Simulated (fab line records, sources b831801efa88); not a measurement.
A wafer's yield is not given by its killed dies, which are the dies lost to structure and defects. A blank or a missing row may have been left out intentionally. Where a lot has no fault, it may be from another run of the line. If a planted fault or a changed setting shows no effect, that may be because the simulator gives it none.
Check of tool commonality | flow gf180mcu | Lots sampled 11, wafers sampled 33

## WHY THIS WAS OPENED
GF_VT_IMPLANT_TW_MEAS_32, reading VT_IMPLANT_3_TW: flagged on 4 of 11 lots. No-fault wafers: 270.8, standard deviation 2.8.
Rule: a lot is flagged in two cases, either no wafer of it has a number, or all its wafers with numbers fall more than 4 standard deviations from that mean. The rest of the lots are taken to be sound.

lot  | measured    | on           | VT_IMPLANT_3_TW, wafer by wafer | flag
L142 | day 6 20:26 | filmMetro-03 | 270.2 271.5 272.2               | 
L143 | day 7 08:22 | filmMetro-04 | 271.3 272.4 271.7               | 
L144 | day 7 13:40 | filmMetro-04 | 271.1 272.6 270.9               | 
L145 | day 7 17:05 | filmMetro-03 | 271.7 271.6 271.7               | 
L146 | day 7 21:42 | filmMetro-03 | 271.5 272.2 271.2               | 
L147 | day 8 09:23 | filmMetro-03 | 274.1 271.8 272.4               | 
L148 | day 8 13:20 | filmMetro-04 | 272.1 272.3 274.5               | 
L149 | day 8 16:28 | filmMetro-03 | 417.8 421.0 422.8               | FLAGGED
L150 | day 8 23:55 | filmMetro-02 | 410.5 408.6 407.0               | FLAGGED
L151 | day 9 06:11 | filmMetro-03 | 419.7 420.1 420.0               | FLAGGED
L152 | day 9 13:47 | filmMetro-02 | 408.5 406.5 409.2               | FLAGGED
On average the flagged lots' numbers are 414.3, which is +143.5 against the usual, or +51 standard deviations.

## WHICH TOOL EACH LOT WENT THROUGH
The record keeps 1 process step preceding the reading, out of 602 steps on the route. Each cell gives the tool, then ch followed by the chambers the sampled wafers passed through, then the start.
lot  | flag    | GF_VT_IMPLANT_IMPLANT_30
L142 |         | implanter-01 ch 0, day 6 20:13
L143 |         | implanter-01 ch 0, day 7 08:07
L144 |         | implanter-04 ch 0, day 7 13:25
L145 |         | implanter-02 ch 0, day 7 16:52
L146 |         | implanter-04 ch 0, day 7 21:27
L147 |         | implanter-02 ch 0, day 8 09:10
L148 |         | implanter-01 ch 0, day 8 13:05
L149 | FLAGGED | implanter-01 ch 0, day 8 16:14
L150 | FLAGGED | implanter-02 ch 0, day 8 23:41
L151 | FLAGGED | implanter-02 ch 0, day 9 05:56
L152 | FLAGGED | implanter-04 ch 0, day 9 13:33
What the steps here do:
- GF_VT_IMPLANT_IMPLANT_30
- GF_VT_IMPLANT_TW_MEAS_32

## FLAGGED AGAINST TOTAL, ONE TOOL AT A TIME (gauges that did the reading follow at the end)
step                     | tool         | lots run | flagged | share of the flagged lots | sound lots run after its first flagged lot
GF_VT_IMPLANT_IMPLANT_30 | implanter-01 | 4        | 1       | some                      | 0
GF_VT_IMPLANT_IMPLANT_30 | implanter-02 | 4        | 2       | some                      | 0
GF_VT_IMPLANT_IMPLANT_30 | implanter-04 | 3        | 1       | some                      | 0
GF_VT_IMPLANT_TW_MEAS_32 | filmMetro-02 | 2        | 2       | some                      | 0
GF_VT_IMPLANT_TW_MEAS_32 | filmMetro-03 | 6        | 2       | some                      | 0
GF_VT_IMPLANT_TW_MEAS_32 | filmMetro-04 | 3        | 0       | none                      | -

## WHAT IS ALLOWED BY THE TABLE
No row of the table ran every flagged lot.

## WHAT THE SIMULATOR HAD PUT IN
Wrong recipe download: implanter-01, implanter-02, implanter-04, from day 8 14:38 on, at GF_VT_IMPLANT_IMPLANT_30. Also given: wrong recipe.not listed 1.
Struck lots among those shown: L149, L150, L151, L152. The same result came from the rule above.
